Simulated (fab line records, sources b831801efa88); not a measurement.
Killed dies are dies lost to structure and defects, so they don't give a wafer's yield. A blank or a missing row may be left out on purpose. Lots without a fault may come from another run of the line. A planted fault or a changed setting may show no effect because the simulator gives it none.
fab line records | flow sky130 | part 2 of 2: steps 29 to 39 of 39
record lots=5 wafers=15 last_day=50
route steps=708 shown NWELL@57 PWDE@84 VT_ADJUST_HVTP@85
lots that met no fault: from a run of the same line without faults
start_h: hours from the record's first day to the start of the lot's first wafer shown | wait_h: hours since the lot's step before | " the same as in the row above | L1.1+2: a row that stands for several wafers | - no value, or no start given | * or withheld: withheld | < > ~ a bound
route shown NAME@n: a module of which the file shows steps, and the number in the route of the first | usual: mean/standard deviation of fault-free wafers | same: alike in all rows | chamber/n: place in a boat | sites: the reading at each site | _std_site: their standard deviation | _edge_site: outer sites' mean less inner sites' | radius_mm: how far each site lies from the wafer's centre | mask NAME#n: copy n | behind: the tool/chamber that last shaped the wafer | hold: why the lot was held/for how many hours/how that ended | device: the transistor (n, p or np) that didn't switch | end of line: the same wafers' tests at the end of the route | a step without rows: its recipe alone | killed: dies lost to structure and defects at the first sort, not the wafer's yield | map: a wafer's dies, x killed, . not, _ none there
set.NAME: the setting as run; set.NAME@STEP: as run at that earlier step | model.NAME: the simulator's own value behind a step, which no gauge read
lots at some steps of the route; a table a step, a row a wafer
services: from which hour (start_h, from the record's first day; less than 0 if before it) a tool's chamber was out of use, for how many hours, and why
## steps
# step SKY_VT_ADJUST_HVTP_HMDS_01
# recipe prime_time_s=60 prime_temp_c=120
# usual exhaust_pa=45.1/0.86
# columns lot.wafer tool chamber start_h wait_h exhaust_pa
L080.2 litho_track-02 0 151.95 0.1 44.7
L080.4 " 0 " " 44.5
L080.6 " 0 " " 44.7
L094.3 litho_track-04 0 234.39 0.1 46.1
L094.5 " 0 " " 45.1
L094.6 " 0 " " 44.9
L095.2 litho_track-01 0 250.32 0.1 45.5
L095.3 " 0 " " 44.7
L095.6 " 0 " " 45.3
L096.1 litho_track-04 0 253.84 0.1 44.1
L096.3 " 0 " " 43.7
L096.4 " 0 " " 44.1
L097.2 litho_track-02 0 255.05 0.1 45.9
L097.3 " 0 " " 45.4
L097.6 " 0 " " 46.3
# step SKY_VT_ADJUST_HVTP_COAT_02
# recipe resist=NOVOLAK spin_rpm=3000 resist_thk_nm=1140
# usual exhaust_pa=44.9/0.91
# columns lot.wafer tool chamber start_h wait_h exhaust_pa
L080.2 litho_track-02 0 152.10 0.1 45.2
L080.4 " 0 " " 45.8
L080.6 " 0 " " 45.4
L094.3 litho_track-04 0 234.54 0.1 45.2
L094.5 " 0 " " 44.4
L094.6 " 0 " " 45.7
L095.2 litho_track-01 0 250.47 0.1 45.0
L095.3 " 0 " " 46.6
L095.6 " 0 " " 47.3
L096.1 litho_track-04 0 253.99 0.1 45.1
L096.3 " 0 " " 43.1
L096.4 " 0 " " 44.1
L097.2 litho_track-02 0 255.20 0.1 44.0
L097.3 " 0 " " 44.6
L097.6 " 0 " " 45.8
# step SKY_VT_ADJUST_HVTP_SOFTBAKE_03
# recipe temp_c=90 time_s=60 resist=NOVOLAK
# usual exhaust_pa=44.9/0.79
# columns lot.wafer tool chamber start_h wait_h exhaust_pa
L080.2 litho_track-02 0 152.25 0.1 45.9
L080.4 " 0 " " 44.9
L080.6 " 0 " " 44.3
L094.3 litho_track-04 0 234.69 0.1 45.3
L094.5 " 0 " " 45.2
L094.6 " 0 " " 45.2
L095.2 litho_track-01 0 250.62 0.1 45.9
L095.3 " 0 " " 45.8
L095.6 " 0 " " 46.1
L096.1 litho_track-04 0 254.14 0.1 45.6
L096.3 " 0 " " 44.8
L096.4 " 0 " " 45.6
L097.2 litho_track-02 0 255.35 0.1 45.6
L097.3 " 0 " " 45.3
L097.6 " 0 " " 44.7
# step SKY_VT_ADJUST_HVTP_EXPOSE_04
# recipe mask_id=HVTPM na=0.6 source_shape=conventional sigma_outer=0.6 polarization=unpolarized target_cd_nm=380 dose_mj=140
# columns lot.wafer tool chamber start_h wait_h mask
L080.2+4+6 iline_stepper-02 0 - - HVTPM#0
L094.3+5+6 iline_stepper-01 0 - - HVTPM#0
L095.2+3+6 iline_stepper-01 0 - - HVTPM#0
L096.1+3+4 iline_stepper-01 0 - - HVTPM#0
L097.2+3+6 iline_stepper-02 0 - - HVTPM#0
# step SKY_VT_ADJUST_HVTP_PEB_05
# recipe temp_c=withheld time_s=* resist=NOVOLAK
# usual exhaust_pa=45.0/0.83
# columns lot.wafer tool chamber start_h wait_h exhaust_pa
L080.2 litho_track-04 0 - - 46.2
L080.4 " 0 " " 46.3
L080.6 " 0 " " 46.5
L094.3 litho_track-02 0 - - 44.2
L094.5 " 0 " " 44.7
L094.6 " 0 " " 44.2
L095.2 litho_track-02 0 - - 45.3
L095.3 " 0 " " 45.1
L095.6 " 0 " " 44.6
L096.1 litho_track-02 0 - - 44.8
L096.3 " 0 " " 44.2
L096.4 " 0 " " 44.2
L097.2 litho_track-02 0 - - 44.3
L097.3 " 0 " " 44.8
L097.6 " 0 " " 44.7
# step SKY_VT_ADJUST_HVTP_DEVELOP_06
# recipe resist=NOVOLAK developer=TMAH develop_time_s=60 dev_temp_c=23
# usual exhaust_pa=45.1/0.95
# columns lot.wafer tool chamber start_h wait_h exhaust_pa
L080.2 litho_track-04 0 161.12 0.1 45.8
L080.4 " 0 " " 45.5
L080.6 " 0 " " 46.6
L094.3 litho_track-02 0 245.87 0.1 44.7
L094.5 " 0 " " 44.2
L094.6 " 0 " " 45.7
L095.2 litho_track-02 0 263.00 0.1 45.6
L095.3 " 0 " " 44.7
L095.6 " 0 " " 44.0
L096.1 litho_track-02 0 266.17 0.1 46.4
L096.3 " 0 " " 46.1
L096.4 " 0 " " 46.1
L097.2 litho_track-02 0 266.85 0.1 44.6
L097.3 " 0 " " 43.2
L097.6 " 0 " " 44.6
# step SKY_VT_ADJUST_HVTP_CD_MEAS_07
# recipe target_cd_nm=380
# usual cd_nm=379.8/2.2
# columns lot.wafer tool chamber start_h wait_h cd_nm
L080.2 cd_sem-02 - 161.26 0.1 382.8
L080.4 " - " " 381.5
L080.6 " - " " 380.6
L094.3 cd_sem-01 - 246.01 0.1 382.7
L094.5 " - " " 382.4
L094.6 " - " " 382.8
L095.2 cd_sem-02 - 263.14 0.1 377.6
L095.3 " - " " 380.5
L095.6 " - " " 380.4
L096.1 cd_sem-01 - 266.32 0.1 378.8
L096.3 " - " " 377.6
L096.4 " - " " 380.7
L097.2 cd_sem-01 - 266.99 0.1 382.8
L097.3 " - " " 383.0
L097.6 " - " " 382.4
# step SKY_VT_ADJUST_HVTP_OVL_MEAS_08
# usual VT_ADJUST_HVTP_OVL=1.7/1.6
# columns lot.wafer tool chamber start_h wait_h VT_ADJUST_HVTP_OVL[nm]
L080.2 overlay-02 - 161.37 0.1 3.0
L080.4 " - " " 2.7
L080.6 " - " " 3.7
L094.3 overlay-02 - 246.10 0.1 1.3
L094.5 " - " " -0.6
L094.6 " - " " 0.9
L095.2 overlay-01 - 263.25 0.1 2.0
L095.3 " - " " 1.6
L095.6 " - " " 1.5
L096.1 overlay-01 - 266.44 0.1 2.6
L096.3 " - " " 1.5
L096.4 " - " " 2.2
L097.2 overlay-01 - 267.10 0.1 1.8
L097.3 " - " " 3.4
L097.6 " - " " 2.3
# step SKY_VT_ADJUST_HVTP_IMPLANT_09
# recipe species=As energy_kev=150 dose_cm2=4.3e+12 tilt_deg=withheld
# columns lot.wafer tool chamber start_h wait_h
L080.2+4+6 implanter-02 0 161.42 0.0
L094.3+5+6 implanter-01 0 246.18 0.1
L095.2+3+6 implanter-02 0 263.30 0.0
L096.1+3+4 implanter-03 0 266.48 0.0
L097.2+3+6 implanter-01 0 267.15 0.0
# step SKY_VT_ADJUST_HVTP_STRIP_10
# recipe chemistry=O2/N2 power_w=1400 pressure_mtorr=1500 platen_temp_c=withheld o2_flow_sccm=3000 n2_flow_sccm=300 overash_fraction=0.5
# usual drypump_motor_current_A=5.6/0.44 oes_product_au=0.716/0.0046 strip_time_to_endpoint_s=14.21/0.038
# columns lot.wafer tool chamber start_h wait_h drypump_motor_current_A oes_product_au rf_hours_counter_h strip_time_to_endpoint_s
L080.2 plasma_asher-01 0 161.55 0.1 5.6 0.722 36 14.26
L080.4 " 0 " " 5.7 0.714 - 14.24
L080.6 " 1 " " 5.0 0.715 - 14.28
L094.3 plasma_asher-01 0 246.31 0.1 5.7 0.718 - 14.23
L094.5 " 0 " " 5.7 0.713 - 14.26
L094.6 " 1 " " 5.0 0.716 - 14.21
L095.2 plasma_asher-02 0 263.43 0.1 6.4 0.721 15 14.23
L095.3 " 0 " " 6.4 0.710 - 14.18
L095.6 " 0 " " 6.4 0.716 - 14.25
L096.1 plasma_asher-02 1 266.63 0.1 6.0 0.717 15 14.20
L096.3 " 1 " " 6.0 0.712 - 14.16
L096.4 " 0 " " 6.4 0.716 - 14.20
L097.2 plasma_asher-02 0 267.28 0.1 6.4 0.714 15 14.21
L097.3 " 0 " " 6.4 0.712 - 14.19
L097.6 " 1 " " 6.0 0.722 - 14.18
# step SKY_VT_ADJUST_HVTP_TW_MEAS_11
# usual VT_ADJUST_HVTP_TW=1354/16
# columns lot.wafer tool chamber start_h wait_h VT_ADJUST_HVTP_TW
L080.2 film_metro-02 - 161.66 0.1 1347
L080.4 " - " " 1354
L080.6 " - " " 1343
L094.3 film_metro-04 - 246.40 0.1 1344
L094.5 " - " " 1341
L094.6 " - " " 1348
L095.2 film_metro-04 - 263.54 0.1 1346
L095.3 " - " " 1349
L095.6 " - " " 1349
L096.1 film_metro-02 - 266.73 0.1 1341
L096.3 " - " " 1335
L096.4 " - " " 1341
L097.2 film_metro-02 - 267.39 0.1 1341
L097.3 " - " " 1330
L097.6 " - " " 1345
## services
# columns tool chamber start_h hours kind
implanter-04 - 101.07 3.1 pm
iline_stepper-02 - 103.13 1.7 pm
plasma_asher-02 - 108.75 9.0 pm
implanter-02 - 110.53 1.9 repair
plasma_asher-03 - 115.42 15.3 repair
implanter-01 - 121.18 1.3 repair
implanter-01 - 126.18 0.7 repair
plasma_asher-02 - 128.44 0.4 repair
plasma_asher-03 - 147.88 0.5 repair
plasma_asher-02 - 148.56 0.4 repair
iline_stepper-01 0 155.68 - calibration
implanter-02 - 169.95 3.4 repair
iline_stepper-01 - 175.48 1.7 pm
implanter-01 - 212.66 2.5 pm
wet_bench-04 - 220.63 1.2 repair
implanter-02 - 223.30 2.2 repair
implanter-01 - 224.55 5.1 repair
litho_track-03 - 225.68 - consumable_replace:filter
wet_bench-01 - 230.43 2.9 repair
plasma_asher-03 - 247.09 4.0 repair
plasma_asher-03 - 254.26 42.4 pm
wet_bench-01 - 262.30 1.9 pm
rtp_anneal-02 - 263.21 4.0 pm
rtp_anneal-02 - 267.20 64.9 pm
